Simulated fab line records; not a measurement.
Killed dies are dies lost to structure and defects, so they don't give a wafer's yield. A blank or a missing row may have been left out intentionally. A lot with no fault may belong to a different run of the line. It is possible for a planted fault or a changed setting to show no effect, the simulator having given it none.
One fault through the eyes of 2 desks    flow gf180mcu    every desk sees just its own numbers, and what lay behind them comes last

THE TOOL OWNER'S DESK: pvd_sputter-02
The tool's own readings at GF_M1_SPUTTER_02 (material AlCu, target thk 450 nm, time 23.9 s): means of the sampled wafers that have a number, for each lot that ran on this tool. Marked OUT: a lot whose mean sits more than 4 standard deviations from the usual mean, which makes it out of limits; the brackets give that distance.
Columns: A = throttle_valve_pct at GF_M1_SPUTTER_02, usual 29.9 %
lot   first seen here  A
L486  day 16 06:09     30.8
L489  day 17 07:40     31.2
L491  day 18 00:01     29.2
L503  day 23 03:35     30.9
L505  day 23 09:22     31.0
L509  day 24 15:10     31.0
Result from this desk: across the 6 lots, nothing is out of limits.

FROM THE METROLOGY DESK
Lot by lot, what the gauges showed, no matter which tool ran the lot: averages of those sampled wafers that carry a number. Marked OUT: a lot whose mean sits more than 4 standard deviations from the usual mean, which makes it out of limits; the brackets give that distance.
Columns: A = M1_ALCU_RS at GF_M1_RS_MEAS_05, usual 0.0693 ohm/sq; B = M1_ALCU_THK at GF_M1_THK_MEAS_06, usual 454 nm; C = cd_nm at GF_M2_CD_MEAS_14, usual 279.8 nm
lot   first seen here  A       B    C
L486  day 16 06:16     0.0692  455  278.0
L487  day 16 19:34     0.0684  459  280.6
L488  day 17 03:11     0.0698  450  280.8
L489  day 17 07:45     0.0698  451  280.5
L491  day 18 00:07     0.0671  473  280.0
L502  day 22 08:30     0.0682  459  280.7
L503  day 23 03:40     0.0699  452  280.8
L505  day 23 09:28     0.0693  456  278.8
L506  day 23 16:49     0.0691  452  279.2
L507  day 23 23:48     0.0695  453  281.2
L508  day 24 11:54     0.0690  457  280.4
L509  day 24 15:16     0.0691  451  280.1
Result from this desk: across the 12 lots, nothing is out of limits.

ALL TOGETHER
The tool owner's desk saw nothing out of limits.
Nothing out of limits was seen by the metrology desk.

WHAT THE SIMULATOR HAD PUT IN
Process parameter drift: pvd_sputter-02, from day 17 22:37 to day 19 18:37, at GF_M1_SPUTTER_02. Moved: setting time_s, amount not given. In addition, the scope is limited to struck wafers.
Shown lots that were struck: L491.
